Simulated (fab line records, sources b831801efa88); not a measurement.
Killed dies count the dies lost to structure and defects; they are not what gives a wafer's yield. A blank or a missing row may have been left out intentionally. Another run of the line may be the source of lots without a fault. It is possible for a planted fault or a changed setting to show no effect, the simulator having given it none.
The same fault as seen by 2 desks | flow gf180mcu | each desk has only its own numbers; what lay behind them comes last

## AT THE METROLOGY DESK
Means of the sampled wafers that have a number, per lot and without regard to the tool the lot ran on: this is what the gauges read. A lot is out of limits, marked OUT, if its mean lies more than 4 standard deviations from the usual mean; the brackets give that distance.
Columns: A = STI_OXIDATION_THK at GF_STI_THK_MEAS_02, usual 9.99 nm; B = cd-nm at GF_STI_CD_MEAS_12, usual 220.0 nm; C = NWELL_TW at GF_NWELL_TW_MEAS_11, usual 1559; D = MVSD_OVL at GF_MVSD_OVL_MEAS_07, usual 1.0 nm; E = NWELL_RS at GF_VT_IMPLANT_RS_MEAS_47, usual 488.0 ohm/sq
lot  | first seen here | A     | B     | C              | D    | E
L160 | day 1 11:31     | 10.05 | 221.4 | 1559           | -0.5 | 487.5
L161 | day 1 16:31     | 10.09 | 221.3 | 1559           | 1.2  | 486.9
L164 | day 2 07:31     | 10.16 | 220.4 | 1575           | 0.1  | 487.6
L165 | day 2 12:31     | 9.77  | 220.8 | 1581           | 0.5  | 488.0
L168 | day 3 05:58     | 10.06 | 219.6 | 1548           | 0.6  | 487.7
L170 | day 3 13:50     | 9.99  | 221.5 | 1551           | 2.9  | 487.3
L171 | day 3 21:46     | 9.86  | 219.3 | 1382 (-20) OUT | 0.9  | 619.8 (+99 or more) OUT
L173 | day 4 04:31     | 10.11 | 219.2 | 1378 (-20) OUT | 1.5  | 619.9 (+99 or more) OUT
L175 | day 4 14:31     | 9.77  | 220.9 | 1552           | 0.2  | 488.8
L176 | day 4 20:06     | 10.02 | 220.6 | 1558           | 0.4  | 488.6
L177 | day 5 00:46     | 9.92  | 218.0 | 1562           | 1.4  | 488.3
L180 | day 5 15:31     | 10.01 | 219.9 | 1575           | 0.4  | 489.0
L182 | day 6 02:21     | 9.61  | 218.9 | 1553           | 0.1  | 488.2
This desk finds L171, L173 out of limits, with the earliest case on L171 at day 5 23:05 (NWELL_TW at GF_NWELL_TW_MEAS_11). Within limits: L160, L161, L164, L165, L168, L170, L175, L176, L177, L180, L182.

## THE TOOL OWNER'S DESK: implanter-03
The tool's own readings at GF_NWELL_IMPLANT_08, given as means over the sampled wafers that have a number, one for each lot that went through this tool. A lot is out of limits, marked OUT, if its mean lies more than 4 standard deviations from the usual mean; the brackets give that distance.
Columns: A = dose-ions-cm2 at GF_NWELL_IMPLANT_08, usual 1.5001e+13; B = end-station-pressure-torr at GF_NWELL_IMPLANT_08, usual 5.09e-06 Torr; C = faraday-current-uA at GF_NWELL_IMPLANT_08, usual 84.4
lot  | first seen here | A                            | B        | C
L164 | day 4 05:17     | 1.4993e+13                   | 5.09e-06 | 85.5
L165 | day 4 13:03     | 1.5015e+13                   | 5.29e-06 | 84.6
L168 | day 5 05:07     | 1.5009e+13                   | 5.20e-06 | 85.3
L170 | day 5 13:06     | 1.5009e+13                   | 4.97e-06 | 84.4
L171 | day 5 22:43     | 9.5437e+12 (-99 or more) OUT | 4.90e-06 | 54.0 (-17) OUT
L173 | day 6 08:30     | 9.5627e+12 (-99 or more) OUT | 5.16e-06 | 53.1 (-17) OUT
Finding of this desk: L171, L173 out of limits; the first was L171 at day 5 22:43, on dose-ions-cm2 at GF_NWELL_IMPLANT_08. Within limits: L164, L165, L168, L170.

## TAKEN TOGETHER
At day 5 22:43, on L171, L173, the tool owner's desk was in a position to raise an alarm.
Metrology desk: alarm possible at day 5 23:05 on L171, L173.
The lots listed all ran GF_NWELL_IMPLANT_08 on implanter-03.

## WHAT THE SIMULATOR HAD INSERTED
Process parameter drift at GF_NWELL_IMPLANT_08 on implanter-03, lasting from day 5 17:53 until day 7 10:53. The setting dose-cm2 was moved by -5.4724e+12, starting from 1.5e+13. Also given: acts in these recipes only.
Struck lots among those shown: L171, L173.
Counting hours from when the fault started, the first reading out of limits came at 5 for the tool owner's desk and at 5 for the metrology desk.
